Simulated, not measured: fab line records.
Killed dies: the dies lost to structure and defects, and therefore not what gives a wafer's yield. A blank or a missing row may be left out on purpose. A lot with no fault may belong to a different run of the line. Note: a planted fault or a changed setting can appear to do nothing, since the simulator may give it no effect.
Tool commonality check -- flow sky130 -- Lots sampled 13, wafers sampled 39

## REASON FOR OPENING
Of 13 lots, 1 have the reading VT_ADJUST_LVTN_TW flagged at SKY_VT_ADJUST_LVTN_TW_MEAS_10. Fault-free wafers read 243.2, with a standard deviation of 1.6.
Rule: a lot is flagged when every wafer of it that has a number lies more than 4 standard deviations from that mean, or none has a number. The rest of the lots are taken to be sound.

lot,measured,on,"VT_ADJUST_LVTN_TW, wafer by wafer",flag
L448,day 6 16:52,film_metro-04,246.3 245.9 244.6,
L449,day 7 04:59,film_metro-01,242.4 242.3 242.5,
L451,day 8 06:52,film_metro-04,243.1 244.1 245.5,
L452,day 8 21:44,film_metro-04,244.3 244.6 244.4,
L454,day 9 01:10,film_metro-01,242.1 243.1 243.9,
L455,day 9 01:47,film_metro-01,242.6 243.8 242.5,
L456,day 9 05:20,film_metro-04,30.4 30.3 30.4,FLAGGED
L460,day 10 06:29,film_metro-04,244.8 244.6 246.2,
L466,day 12 12:56,film_metro-01,243.8 244.8 245.2,
L467,day 12 20:05,film_metro-01,243.9 244.6 243.9,
L468,day 12 21:49,film_metro-01,244.9 244.3 245.0,
L469,day 12 21:58,film_metro-02,239.8 241.8 241.6,
L470,day 13 00:14,film_metro-04,245.2 243.1 244.4,
Averaged over the flagged lots the numbers come to 30.4, -212.8 from the usual (-99 or more standard deviations).

## TOOL THAT RAN EACH LOT
The record holds 2 process steps before the reading, out of a route of 708 steps. Each cell gives the tool, then ch followed by the chambers the sampled wafers passed through, then the start.
lot,flag,SKY_VT_ADJUST_HVTP_STRIP_10,SKY_VT_ADJUST_LVTN_STRIP_09
L448,,"plasma_asher-04 ch 0,1, day 5 21:51","plasma_asher-03 ch 0, day 6 16:46"
L449,,"plasma_asher-01 ch 0,1, day 6 10:35","plasma_asher-02 ch 0,1, day 7 04:54"
L451,,"plasma_asher-01 ch 1, day 7 10:57","plasma_asher-03 ch 0,1, day 8 06:46"
L452,,"plasma_asher-01 ch 0,1, day 8 00:35","plasma_asher-01 ch 0,1, day 8 21:39"
L454,,"plasma_asher-04 ch 0,1, day 8 04:02","plasma_asher-02 ch 0,1, day 9 01:04"
L455,,"plasma_asher-04 ch 0,1, day 8 04:20","plasma_asher-02 ch 0,1, day 9 01:41"
L456,FLAGGED,"plasma_asher-04 ch 0,1, day 8 07:57","plasma_asher-03 ch 0,1, day 9 05:13"
L460,,"plasma_asher-03 ch 0,1, day 9 08:48","plasma_asher-01 ch 0, day 10 06:22"
L466,,"plasma_asher-01 ch 0,1, day 11 12:02","plasma_asher-01 ch 0,1, day 12 12:51"
L467,,"plasma_asher-01 ch 0, day 11 19:03","plasma_asher-01 ch 0,1, day 12 19:59"
L468,,"plasma_asher-04 ch 0,1, day 11 21:05","plasma_asher-01 ch 1, day 12 21:43"
L469,,"plasma_asher-01 ch 1, day 11 21:21","plasma_asher-03 ch 0,1, day 12 21:52"
L470,,"plasma_asher-01 ch 0,1, day 11 23:47","plasma_asher-03 ch 0,1, day 13 00:09"
What the steps here do:
- SKY_VT_ADJUST_HVTP_STRIP_10: strips in O2/N2.
- SKY_VT_ADJUST_LVTN_STRIP_09: strips in O2/N2.
- SKY_VT_ADJUST_LVTN_TW_MEAS_10

## FLAGGED AGAINST TOTAL, ONE TOOL AT A TIME (gauges that did the reading follow at the end)
step,tool,lots run,flagged,share of the flagged lots,sound lots run after its first flagged lot
SKY_VT_ADJUST_HVTP_STRIP_10,plasma_asher-01,7,0,none,-
SKY_VT_ADJUST_HVTP_STRIP_10,plasma_asher-03,1,0,none,-
SKY_VT_ADJUST_HVTP_STRIP_10,plasma_asher-04,5,1,all,1 (L468)
SKY_VT_ADJUST_LVTN_STRIP_09,plasma_asher-01,5,0,none,-
SKY_VT_ADJUST_LVTN_STRIP_09,plasma_asher-02,3,0,none,-
SKY_VT_ADJUST_LVTN_STRIP_09,plasma_asher-03,5,1,all,"2 (L469,L470)"
SKY_VT_ADJUST_LVTN_TW_MEAS_10,film_metro-01,6,0,none,-
SKY_VT_ADJUST_LVTN_TW_MEAS_10,film_metro-02,1,0,none,-
SKY_VT_ADJUST_LVTN_TW_MEAS_10,film_metro-04,6,1,all,"2 (L460,L470)"

## WHAT THE TABLE PERMITS
3 rows of the table ran every flagged lot: plasma_asher-04 at SKY_VT_ADJUST_HVTP_STRIP_10, plasma_asher-03 at SKY_VT_ADJUST_LVTN_STRIP_09, film_metro-04 at SKY_VT_ADJUST_LVTN_TW_MEAS_10.
- plasma_asher-04 at SKY_VT_ADJUST_HVTP_STRIP_10: 1 of its 5 lots flagged. After the first flagged lot (L468), sound lots still ran on it; a lasting fault on the whole tool would not permit that. Its own readings (oes_product_au) fall more than 4 standard deviations out on all wafers of the flagged lots.
- plasma_asher-03 at SKY_VT_ADJUST_LVTN_STRIP_09: 1 of its 5 lots flagged. After the first flagged lot (L469, L470), sound lots still ran on it; a lasting fault on the whole tool would not permit that. Its own readings (strip_time_to_endpoint_s) fall more than 4 standard deviations out on all wafers of the flagged lots.
- film_metro-04 at SKY_VT_ADJUST_LVTN_TW_MEAS_10: 1 of its 6 lots flagged. After the first flagged lot (L460, L470), sound lots still ran on it; a lasting fault on the whole tool would not permit that.
Every row of the table either missed a flagged lot or ran a sound lot after the first.

## WHAT THE SIMULATOR HAD INSERTED
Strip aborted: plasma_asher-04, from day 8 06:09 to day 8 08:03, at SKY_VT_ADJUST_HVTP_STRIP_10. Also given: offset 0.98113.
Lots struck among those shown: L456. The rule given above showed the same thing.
